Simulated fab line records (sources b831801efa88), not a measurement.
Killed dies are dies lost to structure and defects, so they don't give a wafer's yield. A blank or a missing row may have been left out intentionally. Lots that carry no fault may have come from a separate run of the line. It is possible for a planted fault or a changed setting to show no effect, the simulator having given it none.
Which tool did it?	flow sky130	42 wafers sampled from 14 lots at 1 step of a route of 708

WHAT THE GAUGES SHOWED, per wafer
The record holds no reading of a measuring or inspecting step that can be judged against a usual standard deviation.

EACH LOT AND THE TOOL THAT RAN IT (in order: tool; ch and the chambers of the sampled wafers; start)
lot	SKY_LDD_N_IMPLANT_15
L988	implanter-01 ch 0, day 17 10:41
L990	implanter-03 ch 0, day 18 11:37
L992	implanter-03 ch 0, day 19 09:23
L993	implanter-03 ch 0, day 19 19:14
L994	implanter-01 ch 0, day 20 08:23
L996	implanter-03 ch 0, day 21 00:48
L997	implanter-01 ch 0, day 21 06:37
L998	implanter-03 ch 0, day 21 11:11
L999	implanter-03 ch 0, day 21 21:34
L101	implanter-03 ch 0, day 22 22:52
L105	implanter-04 ch 0, day 24 08:31
L106	implanter-04, day 24 10:39
L107	implanter-01, day 24 20:46
L108	implanter-04 ch 0, day 25 07:40
- SKY_LDD_N_IMPLANT_15

AS READ BY THE TOOLS THEMSELVES (means over the sampled wafers that have a number; for cases with no such wafer, the mark the record gives instead)
SKY_LDD_N_IMPLANT_15.
lot	tool	beam energy keV	beam on s (s)	dose ions cm2
L988	implanter-01	50.002	9.97	5.001e+12
L990	implanter-03	49.976	10.02	5.000e+12
L992	implanter-03	49.990	10.18	4.988e+12
L993	implanter-03	49.997	10.21	5.003e+12
L994	implanter-01	50.008	9.64	4.997e+12
L996	implanter-03	50.010	9.92	5.005e+12
L997	implanter-01	50.020	10.10	4.993e+12
L998	implanter-03	50.003	10.20	4.999e+12
L999	implanter-03	49.995	10.05	5.000e+12
L101	implanter-03	49.984	10.00	5.004e+12
L105	implanter-04	50.022	10.01	5.001e+12
L106	implanter-04	-	-	-
L107	implanter-01	-	-	-
L108	implanter-04	50.001	10.06	4.993e+12

THE ANSWER, worked out from the rows above alone
Rule: usual is defined by the lots themselves. Put in order of their means at a reading, lots are off if they are a third of the lots or fewer, leave a main group of 4 or more, and stand apart from it by a gap of 3 or more times the standard deviation of the main group's means; of several such gaps the widest counts. A main group is skipped when, at the precision printed for the reading in the tables above, its means are all equal. Also off: a lot with no number at a reading for which 4 or more lots have one. The other lots that the step has rows for count as sound. Order of review: gauges by route order, followed by the tools' own readings, for which a lot's mean as printed above is used. At the first step where some lot is off, the reading lying furthest off is the one used; lots without a number count as furthest.
Off, at SKY_LDD_N_IMPLANT_15 on beam energy keV: L106, L107. Without a number there: L106, L107. The main group: mean 50.001, standard deviation 0.013.
A tool fits if, at that step or a process step before it, it ran every lot that is off, and no sound lot after the first of them. Not one of the candidates tried fits.

WHAT THE SIMULATOR PUT IN
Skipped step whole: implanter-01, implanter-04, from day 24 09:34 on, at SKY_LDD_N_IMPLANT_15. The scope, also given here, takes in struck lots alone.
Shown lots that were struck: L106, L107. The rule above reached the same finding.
